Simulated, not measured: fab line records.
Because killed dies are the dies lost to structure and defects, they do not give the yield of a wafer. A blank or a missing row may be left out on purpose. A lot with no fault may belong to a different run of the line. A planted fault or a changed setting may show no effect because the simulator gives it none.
fab line records | flow sky130
record: lots: 6 wafers: 18 last-day: 50
route steps=708 shown LI_CONTACT@369 PAD_OPEN@708
lots with no fault: from the same line, run without faults
start-h: hours from the record's first day to the start of the lot's first wafer shown | wait-h: hours from the lot's prior step to this one | " identical to the entry in the row above | L1.1+2: a single row standing in for several wafers | - value missing, or start not given | * or withheld: withheld | < > ~ a bound
route shown NAME@n: a module of which the file shows steps, and the number in the route of the first | usual: the fault-free wafers' mean and standard deviation | same: alike in all rows | chamber/n: place in a boat | sites: the reading at each site | _std_site: standard deviation of those values | _edge_site: mean of outer sites minus mean of inner sites | radius-mm: for every site, how far away it sits from the centre of the wafer | mask NAME#n: copy n | behind: tool/chamber where the wafer was last shaped | hold: cause of the lot's hold/its duration in hours/its outcome | device: the transistor (n, p or np) that didn't switch | end of line: at the end of the route, the tests of the same wafers | for a step that has no rows: nothing shown but its recipe | killed: dies that structure and defects cost at the first sort, which is not the same as the wafer's yield | map: shows each die of a wafer: x if killed, . if not, _ if none is there
set.NAME: the setting as run; set.NAME@STEP: as run at that earlier step | model.NAME: the simulator's own value behind a step, which no gauge read
certain route steps with their lots: each step a table, each wafer a row
services: a tool's chamber out of use, with start hour (start-h, from the record's first day; less than 0 if before it), hours out, and reason
== steps ==
step: SKY_LI_CONTACT_COAT_07
recipe: resist: KrF-thick spin-rpm: 3000 resist-thk-nm: 450
step: SKY_LI_CONTACT_SOFTBAKE_08
recipe: temp-c: 100 time-s: 90 resist: KrF-thick
step: SKY_LI_CONTACT_EXPOSE_09
recipe: mask-id: LICM1 na: 0.8 source-shape: annular sigma-inner: 0.55 sigma-outer: 0.85 target-cd-nm: 170 dose-mj: 38
step: SKY_LI_CONTACT_PEB_10
recipe: peb-temp-c: withheld peb-time-s: withheld resist: KrF-thick
step: SKY_LI_CONTACT_DEVELOP_11
recipe: develop-time-s: 60 resist: KrF-thick dev-temp-c: 21
step: SKY_LI_CONTACT_CD_MEAS_12
recipe: target-cd-nm: 170
usual: cd-nm: 170.2/1.6
columns lot.wafer tool chamber start-h wait-h cd-nm
L271.3 cd-sem-01 - 693.31 - 168.1
L271.4 " - " " 167.2
L271.6 " - " " 169.8
L273.3 cd-sem-01 - 743.31 - 169.2
L273.4 " - " " 170.5
L273.5 " - " " 170.0
L282.3 cd-sem-01 - 792.76 - 172.5
L282.4 " - " " 172.0
L282.6 " - " " 170.9
L286.1 cd-sem-02 - 821.56 - 171.8
L286.5 " - " " 172.3
L286.6 " - " " 171.2
L288.4 cd-sem-02 - 831.60 - 168.3
L288.5 " - " " 167.4
L288.6 " - " " 167.3
L289.2 cd-sem-02 - 839.13 - 167.6
L289.3 " - " " 168.6
L289.6 " - " " 167.0
step: SKY_LI_CONTACT_OVL_MEAS_13
usual: LI_CONTACT_OVL: -2/4.4
columns lot.wafer tool chamber start-h wait-h LI_CONTACT_OVL[nm]
L271.3 overlay-01 - 693.41 0.1 3
L271.4 " - " " 4
L271.6 " - " " -2
L273.3 overlay-02 - 743.41 0.1 -3
L273.4 " - " " -8
L273.5 " - " " -12
L282.3 overlay-02 - 792.86 0.1 -5
L282.4 " - " " -4
L282.6 " - " " -8
L286.1 overlay-02 - 821.68 0.1 -8
L286.5 " - " " -8
L286.6 " - " " 1
L288.4 overlay-01 - 831.68 0.1 2
L288.5 " - " " -2
L288.6 " - " " -4
L289.2 overlay-01 - 839.24 0.1 -4
L289.3 " - " " 2
L289.6 " - " " -4
step: SKY_LI_CONTACT_ETCH_14
recipe: chemistry: N2/H2 target: BARC ion-energy-ev: 200 source-w: 500 bias-w: 100 pressure-mtorr: 30 n2-flow-sccm: 100 h2-flow-sccm: 200 stop-on: SiO2 time-s: 45.9 target-depth-a: 600
usual: drypump-motor-current-A: 5.7/0.45 oes-product-au: 0.855/0.0046 throttle-valve-pct: 13.224/0.0091
columns lot.wafer tool chamber start-h wait-h drypump-motor-current-A oes-product-au rf-hours-counter-h throttle-valve-pct
L271.3 rie-diel-01 2 693.43 0.0 6.0 0.854 9 13.225
L271.4 " 2 " " 6.0 0.852 - 13.221
L271.6 " 1 " " 5.8 0.853 - 13.240
L273.3 rie-diel-01 2 743.43 0.0 6.0 0.859 10 13.236
L273.4 " 1 " " 5.8 0.853 12 13.235
L273.5 " 2 " " 6.0 0.859 - 13.212
L282.3 rie-diel-01 3 792.88 0.0 5.6 0.850 6 13.240
L282.4 " 2 " " 6.0 0.851 11 13.218
L282.6 " 3 " " 5.6 0.855 - 13.218
L286.1 rie-diel-02 0 821.72 0.0 5.4 0.847 11 13.224
L286.5 " 0 " " 5.4 0.856 - 13.224
L286.6 " 3 " " 6.6 0.849 - 13.230
L288.4 rie-diel-04 3 831.70 0.0 5.1 0.860 16 13.225
L288.5 " 2 " " 6.1 0.864 - 13.213
L288.6 " 3 " " 5.1 0.865 - 13.235
L289.2 rie-diel-02 0 839.27 0.0 5.5 0.846 11 13.219
L289.3 " 1 " " 5.5 0.848 8 13.224
L289.6 " 0 " " 5.4 0.856 - 13.215
step: SKY_LI_CONTACT_ETCH_15
recipe: target: PSG chemistry: C4F8/O2/Ar stop-on: Si taper-deg: 4.15 mask-material: KrF-thick source-w: 1500 bias-w: 1200 pressure-mtorr: 40 c4f8-flow-sccm: withheld O2_flow_sccm: 6 Ar_flow_sccm: 300 time-s: withheld target-depth-a: 6000
usual: oes-product-au: 0.837/0.0045
columns lot.wafer tool chamber start-h wait-h oes-product-au
L271.3 rie-diel-01 2 693.47 0.0 0.834
L271.4 " 2 " " 0.838
L271.6 " 1 " " 0.835
L273.3 rie-diel-01 2 743.47 0.0 0.838
L273.4 " 1 " " 0.836
L273.5 " 2 " " 0.841
L282.3 rie-diel-01 3 792.92 0.0 0.844
L282.4 " 2 " " 0.834
L282.6 " 3 " " 0.839
L286.1 rie-diel-02 0 821.76 0.0 0.840
L286.5 " 0 " " 0.839
L286.6 " 3 " " 0.843
L288.4 rie-diel-04 3 831.74 0.0 0.839
L288.5 " 2 " " 0.836
L288.6 " 3 " " 0.839
L289.2 rie-diel-02 0 839.31 0.0 0.837
L289.3 " 1 " " 0.835
L289.6 " 0 " " 0.834
step: SKY_LI_CONTACT_STRIP_16
recipe: chemistry: O2/N2 power-w: 1400 pressure-mtorr: 1500 platen-temp-c: withheld o2-flow-sccm: 3000 n2-flow-sccm: 300 overash-fraction: 0.5
usual: drypump-motor-current-A: 5.7/0.44 o2-flow-sccm: 3000/12 oes-product-au: 0.375/0.0042 strip-time-to-endpoint-s: 3.490/0.022
columns lot.wafer tool chamber start-h wait-h drypump-motor-current-A o2-flow-sccm oes-product-au rf-hours-counter-h strip-time-to-endpoint-s
L271.3 plasma-asher-04 1 693.59 - 5.0 2990 0.372 - 3.480
L271.4 " 0 " " 6.2 2985 0.376 - 3.515
L271.6 " 1 " " 5.0 2996 0.380 - 3.513
L273.3 plasma-asher-02 0 743.59 - 5.8 3001 0.378 - 3.488
L273.4 " 1 " " 5.9 2993 0.383 - 3.522
L273.5 " 0 " " 5.8 2992 0.379 - 3.489
L282.3 plasma-asher-01 0 793.04 - 5.3 2988 0.375 - 3.450
L282.4 " 1 " " 5.9 3005 0.368 - 3.485
L282.6 " 0 " " 5.3 2985 0.378 - 3.493
L286.1 plasma-asher-01 1 821.85 - 5.9 3012 0.368 8 3.490
L286.5 " 1 " " 5.9 2985 0.371 - 3.468
L286.6 " 0 " " 5.3 2987 0.372 - 3.503
L288.4 plasma-asher-02 1 831.86 - 5.9 3003 0.374 - 3.459
L288.5 " 0 " " 5.8 3020 0.377 - 3.492
L288.6 " 1 " " 5.9 3013 0.379 - 3.491
L289.2 plasma-asher-04 1 839.40 - 5.0 3006 0.372 71 3.511
L289.3 " 1 " " 5.0 3003 0.374 - 3.521
L289.6 " 0 " " 6.2 3003 0.383 - 3.531
step: SKY_LI_CONTACT_CLEAN_17
recipe: chemistry: NMP time-s: 600 temp-c: 60 dry: n2-spin
step: SKY_LI_CONTACT_PRE_CLEAN_18
recipe: gas: Ar time-s: 5.6 bias-v: 358
step: SKY_LI_CONTACT_SPUTTER_19
recipe: material: Ti target-thk-nm: 20 chamber-pressure-pa: 5 power-w: 2500 substrate-temp-c: 200 time-s: 106.37
usual: chamber-pressure-pa: 5.001/0.0091 throttle-valve-pct: 30.2/0.82
columns lot.wafer tool chamber start-h wait-h chamber-pressure-pa throttle-valve-pct model.Ti_of_LI_CONTACT_SPUTTER_19.thk-nm
L271.3 pvd-sputter-01 - 693.85 0.0 4.986 29.2 20.32
L271.4 " - " " 4.998 30.4 20.22
L271.6 " - " " 4.983 30.3 20.28
L273.3 pvd-sputter-02 - 743.87 0.0 4.996 29.4 19.87
L273.4 " - " " 5.011 29.6 19.77
L273.5 " - " " 5.014 31.4 19.99
L282.3 pvd-sputter-01 - 793.32 0.0 5.151 31.1 19.25
L282.4 " - " " 5.151 30.2 19.43
L282.6 " - " " 5.148 30.1 19.66
L286.1 pvd-sputter-01 - 822.14 0.0 5.163 28.6 19.2
L286.5 " - " " 5.158 28.4 19.18
L286.6 " - " " 5.143 29.9 19.17
L288.4 pvd-sputter-02 - 832.12 0.0 5.000 30.0 19.85
L288.5 " - " " 5.006 31.3 19.81
L288.6 " - " " 5.005 29.4 19.88
L289.2 pvd-sputter-03 - 839.69 0.0 5.010 31.0 20.12
L289.3 " - " " 5.014 30.5 20.11
L289.6 " - " " 5.008 30.8 20.25
step: SKY_LI_CONTACT_SPUTTER_20
recipe: material: TiN target-thk-nm: 20 chamber-pressure-pa: 5 power-w: 4000 time-s: 80
usual: chamber-pressure-pa: 5.001/0.0097 throttle-valve-pct: 30.3/0.8
columns lot.wafer tool chamber start-h wait-h chamber-pressure-pa throttle-valve-pct
L271.3 pvd-sputter-01 - 693.93 0.0 5.004 28.9
L271.4 " - " " 5.007 30.5
L271.6 " - " " 5.006 30.6
L273.3 pvd-sputter-02 - 743.94 0.0 4.998 29.6
L273.4 " - " " 4.996 29.7
L273.5 " - " " 5.004 31.0
L282.3 pvd-sputter-01 - 793.40 0.0 5.000 31.9
L282.4 " - " " 4.982 30.4
L282.6 " - " " 5.006 30.7
L286.1 pvd-sputter-01 - 822.22 0.0 4.989 29.0
L286.5 " - " " 5.003 29.0
L286.6 " - " " 4.992 30.7
L288.4 pvd-sputter-02 - 832.20 0.0 4.991 30.1
L288.5 " - " " 4.995 31.1
L288.6 " - " " 5.001 29.3
L289.2 pvd-sputter-03 - 839.77 0.0 5.004 30.9
L289.3 " - " " 5.008 30.5
L289.6 " - " " 4.996 30.7
step: SKY_PAD_OPEN_PROBE_99
usual: killed_at_M0_to_M3: 44/6 killed_at_M4_up: 3.3/2.1 killed-at-contacts: 25/5.5 killed-at-front-end: 15/4.3 killed-dies: 88/9.1 killed-open: 48/6.6 killed-short: 39/6.7
same: gross-dies: 492 killed-at-back-side: 0 killed-at-other: 0
columns lot.wafer tool chamber start-h wait-h killed_at_M0_to_M3 killed_at_M4_up killed-at-contacts killed-at-front-end killed-dies killed-open killed-short
L271.3 prober-01 - 1087.68 0.2 48 2 28 17 95 49 46
L271.4 prober-01 - 1087.73 0.2 45 3 20 10 78 45 33
L271.6 prober-01 - 1087.83 0.2 33 1 25 12 71 37 33
L282.3 prober-02 - 1157.17 0.2 38 6 22 16 82 42 39
L282.4 prober-02 - 1157.22 0.2 41 3 30 15 89 52 37
L282.6 prober-02 - 1157.32 0.2 41 8 23 17 89 39 49
L286.1 prober-02 - 1185.16 0.1 41 5 31 9 86 49 37
L286.5 prober-02 - 1185.36 0.2 45 6 20 9 80 43 37
L286.6 prober-02 - 1185.41 0.2 41 5 29 14 89 50 39
L289.2 prober-01 - 1191.38 0.1 49 1 37 17 104 60 44
L289.3 prober-01 - 1191.43 0.2 55 2 22 19 98 56 42
L289.6 prober-01 - 1191.58 0.2 44 3 26 12 85 52 33
killed by level:class
L271.3 VIA1:geometric-particle:open=13 LI_CONTACT:geometric-particle:open=8 CONTACT:geometric-particle:short=8 VIA2:geometric-particle:open=7 FIELD_ISO:geometric-particle:short=6 VIA3:geometric-particle:open=5 CONTACT:geometric-particle:open=5 METAL1:geometric-particle:short=5
L271.4 VIA3:geometric-particle:open=12 CONTACT:geometric-particle:open=10 METAL2:geometric-particle:short=7 LI_CONTACT:geometric-particle:open=5 METAL1:geometric-particle:short=5 VIA1:geometric-particle:short=5 VIA1:geometric-particle:open=4 FIELD_ISO:geometric-particle:open=2
L271.6 CONTACT:geometric-particle:open=11 CONTACT:geometric-particle:short=6 VIA1:geometric-particle:open=6 FIELD_ISO:geometric-particle:short=5 FIELD_ISO:geometric-particle:open=5 LI_CONTACT:geometric-particle:open=4 METAL1:geometric-particle:short=4 METAL2:geometric-particle:short=4
L282.3 CONTACT:geometric-particle:open=10 VIA1:geometric-particle:open=9 POLY_GATE:geometric-particle:short=6 VIA1:geometric-particle:short=6 CONTACT:geometric-particle:short=5 LI_CONTACT:geometric-particle:open=4 METAL1:geometric-particle:short=4 VIA3:geometric-particle:open=4
L282.4 VIA2:geometric-particle:open=9 CONTACT:geometric-particle:open=8 LI_CONTACT:geometric-particle:open=7 LOCAL_INTERCONNECT:geometric-particle:short=7 VIA1:geometric-particle:open=7 METAL2:geometric-particle:short=7 POLY_GATE:geometric-particle:open=5 METAL1:geometric-particle:short=5
L282.6 VIA1:geometric-particle:open=10 METAL1:geometric-particle:short=9 METAL4:geometric-particle:short=8 LI_CONTACT:geometric-particle:open=5 CONTACT:geometric-particle:open=5 VIA3:geometric-particle:open=5 FIELD_ISO:geometric-particle:short=4 LI_CONTACT:geometric-particle:short=4
L286.1 CONTACT:geometric-particle:open=10 VIA1:geometric-particle:open=9 VIA2:geometric-particle:open=8 VIA3:geometric-particle:open=8 LI_CONTACT:geometric-particle:open=6 LOCAL_INTERCONNECT:geometric-particle:short=6 CONTACT:geometric-particle:short=5 METAL3:geometric-particle:short=5
L286.5 CONTACT:geometric-particle:open=10 METAL1:geometric-particle:short=9 VIA2:geometric-particle:open=6 VIA3:geometric-particle:open=6 VIA1:geometric-particle:open=5 LI_CONTACT:geometric-particle:open=4 LOCAL_INTERCONNECT:geometric-particle:short=4 METAL4:geometric-particle:short=4
L286.6 VIA1:geometric-particle:open=12 CONTACT:geometric-particle:open=11 VIA3:geometric-particle:open=9 POLY_GATE:geometric-particle:short=6 LI_CONTACT:geometric-particle:open=6 METAL1:geometric-particle:short=6 LOCAL_INTERCONNECT:geometric-particle:short=5 METAL3:geometric-particle:short=4
L289.2 CONTACT:geometric-particle:open=15 VIA1:geometric-particle:open=14 VIA2:geometric-particle:open=10 CONTACT:geometric-particle:short=9 VIA1:geometric-particle:short=7 POLY_GATE:geometric-particle:open=7 LI_CONTACT:geometric-particle:open=5 LOCAL_INTERCONNECT:geometric-particle:short=5
L289.3 VIA1:geometric-particle:open=14 CONTACT:geometric-particle:open=11 METAL2:geometric-particle:short=8 VIA3:geometric-particle:open=8 POLY_GATE:geometric-particle:short=6 VIA1:geometric-particle:short=6 FIELD_ISO:geometric-particle:short=5 METAL1:geometric-particle:short=5
L289.6 CONTACT:geometric-particle:open=11 VIA3:geometric-particle:open=11 VIA2:geometric-particle:open=10 CONTACT:geometric-particle:short=6 VIA1:geometric-particle:short=5 VIA1:geometric-particle:open=5 LOCAL_INTERCONNECT:geometric-particle:short=4 VIA3:geometric-particle:short=4
== services ==
columns tool chamber start-h hours kind
pvd-sputter-02 - 674.61 6.4 repair
rie-diel-01 0 686.18 - clean
rie-diel-01 0 686.18 21.1 scheduled-down
rie-diel-01 0 686.18 21.1 vent-cycle
rie-diel-02 - 689.96 0.5 repair
rie-diel-04 0 690.05 3.1 repair
rie-diel-01 2 721.83 3.8 repair
pvd-sputter-03 - 731.38 3.1 repair
plasma-asher-01 - 733.75 9.0 pm
plasma-asher-01 0 733.75 9.0 vent-cycle
plasma-asher-01 1 733.75 9.0 vent-cycle
plasma-asher-01 0 742.75 - clean
plasma-asher-01 1 742.75 - clean
plasma-asher-02 - 751.96 3.3 repair
rie-diel-02 3 767.54 - clean
rie-diel-02 3 767.54 28.3 scheduled-down
rie-diel-02 3 767.54 28.3 vent-cycle
pvd-sputter-03 - 814.03 9.2 repair
pvd-sputter-02 - 832.51 12.7 repair
plasma-asher-04 - 839.63 1.2 repair
== key ==
first-sign: step: SKY_LI_CONTACT_SPUTTER_19 reading: chamber-pressure-pa direction: up sigmas: 17 usual: 5.001 struck: 5.152
effect none on later readings
model-effect: step: SKY_LI_CONTACT_SPUTTER_19 value: Ti_of_LI_CONTACT_SPUTTER_19.thk-nm without: 19.86 struck: 19.31
met-at SKY_LI_CONTACT_SPUTTER_19
struck-wafers L282.3,L282.4,L282.6,L286.1,L286.5,L286.6
tester-left-out L282,L286
onset-between 693.85 793.32
fault: kind: process-parameter-drift tool: pvd-sputter-01 chamber: - onset-h: 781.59 steps: SKY_LI_CONTACT_SPUTTER_19 channel: chamber-pressure-pa offset: 0.15457 shape: step end-h: 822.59 acts-in: these-recipes-only stated: 5
tester-left-out: of these lots the tester's yield and bins aren't shown, on N5 and GAA mostly nor the transistor test; their killed dies are dies lost to structure and defects alone, not to doping, threshold or leakage, so they don't give the yield
